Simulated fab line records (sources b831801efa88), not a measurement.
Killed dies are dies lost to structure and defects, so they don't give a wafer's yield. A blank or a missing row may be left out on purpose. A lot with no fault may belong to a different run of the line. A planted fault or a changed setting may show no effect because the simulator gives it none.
Lot-split experiment    flow gf180mcu    on a route of 602 steps: 5 lots, 27 wafers read

THE SPLIT ITSELF
At GF_V3_CVD_02 (deposits SiO2 from TEOS, target thk 850 nm, time 94.851 s), the setting timeS was moved away from the recipe's 94.851 s on 6 of the 27 wafers read, by -37.5% to +20.6%. The other wafers ran this setting at the recipe's value.

FROM THE SPLIT TO THE READING: what the file shows between them, 4 steps
- GF_V3_THK_MEAS_03
- GF_V3_CMP_04: polishes SiO2
- GF_V3_DEHYDRATE_06: time 60 s
- GF_V3_ETCH_16: etches BARC in N2/H2

THE READING
oesProductAu, in a.u., at GF_V3_ETCH_17 (etches SiO2 in C4F8/O2/Ar, stops on TiN, target depth 635 nm). On this fab line, fault-free wafers typically give 0.856 a.u. with a standard deviation of 0.005 a.u.

wafer   tool, chamber at the split  timeS as run, s  against the recipe  oesProductAu, a.u.  against lot-mates on the recipe
L075.1  pecvd-04, 1                 94.851           recipe              0.852               -
L075.2  pecvd-04, 0                 94.851           recipe              0.853               -
L075.3  pecvd-04, 2                 59.26            -37.5%              0.789               -0.062
L075.4  pecvd-04, 2                 94.851           recipe              0.849               -
L075.5  pecvd-04, 1                 59.26            -37.5%              0.799               -0.052
L075.6  pecvd-04, 0                 59.26            -37.5%              0.783               -0.068
L076.2  pecvd-03, 2                 94.851           recipe              0.857               -
L076.4  pecvd-03, 0                 94.851           recipe              0.851               -
L076.6  pecvd-03, 1                 94.851           recipe              0.847               -
L078.1  pecvd-03, 1                 94.851           recipe              0.848               -
L078.2  pecvd-03, 2                 94.851           recipe              0.859               -
L078.3  pecvd-03, 0                 114.4            +20.6%              0.854               +0.000
L078.4  pecvd-03, 1                 114.4            +20.6%              0.864               +0.010
L078.5  pecvd-03, 2                 114.4            +20.6%              0.860               +0.006
L078.6  pecvd-03, 0                 94.851           recipe              0.854               -
L082.1  pecvd-02, 1                 94.851           recipe              0.851               -
L082.2  pecvd-02, 0                 94.851           recipe              0.849               -
L082.3  pecvd-02, 2                 94.851           recipe              0.861               -
L082.4  pecvd-02, 2                 94.851           recipe              0.858               -
L082.5  pecvd-02, 1                 94.851           recipe              0.855               -
L082.6  pecvd-02, 0                 94.851           recipe              0.857               -
L085.1  pecvd-04, 0                 94.851           recipe              0.863               -
L085.2  pecvd-04, 2                 94.851           recipe              0.858               -
L085.3  pecvd-04, 1                 94.851           recipe              0.854               -
L085.4  pecvd-04, 2                 94.851           recipe              0.857               -
L085.5  pecvd-04, 0                 94.851           recipe              0.849               -
L085.6  pecvd-04, 1                 94.851           recipe              0.864               -

THE FIT
A straight line over all 27 wafers: oesProductAu changes by +0.00133 a.u. for each +1% of timeS; r = +0.90; the points scatter about the line by 0.0097 a.u.
The same after taking each lot's own level away (the mean of its wafers on the recipe; 27 wafers): +0.00128 a.u. for each +1%; r = +0.90; scatter 0.0089 a.u.
On that fit, the largest move of timeS shifts the reading by 0.048 a.u.
The span of the lots' own levels, 0.8513 to 0.8575 a.u., comes to 1.2 times the standard deviation stated above.
Consequently the slope shifts little with the lot-to-lot level, the two slopes agreeing.
Check: for one of the wafers moved furthest among these (-37.5%), held out of the fit, the line's prediction against its lot-mates is -0.0477 a.u. Against them it came out at -0.0623 a.u.

THE WHOLE CHAIN: every reading that the file lists as answering this split, in the file's order
step               what it does                                                  reading                                                                   change (the file's fit)                    r (the file's)
GF_V3_CVD_02       deposits SiO2 from TEOS, target thk 850 nm, time 94.851 s     SiO2_of_V3_CVD_02.thkNm (the simulator's own value, which no gauge read)  +8.45 nm for each +1% of the setting       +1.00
GF_V3_THK_MEAS_03                                                                V3_CVD_02_THK                                                             +8.46 for each +1% of the setting          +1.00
GF_V3_CMP_04       polishes SiO2                                                 timeToEndpointS                                                           withheld for each +1% of the setting       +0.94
GF_V3_ETCH_17      etches SiO2 in C4F8/O2/Ar, stops on TiN, target depth 635 nm  oesProductAu                                                              +0.00132 a.u. for each +1% of the setting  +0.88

FILE'S OWN FIT
oesProductAu changes by +0.00132 a.u. for each +1% of timeS, r = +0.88.
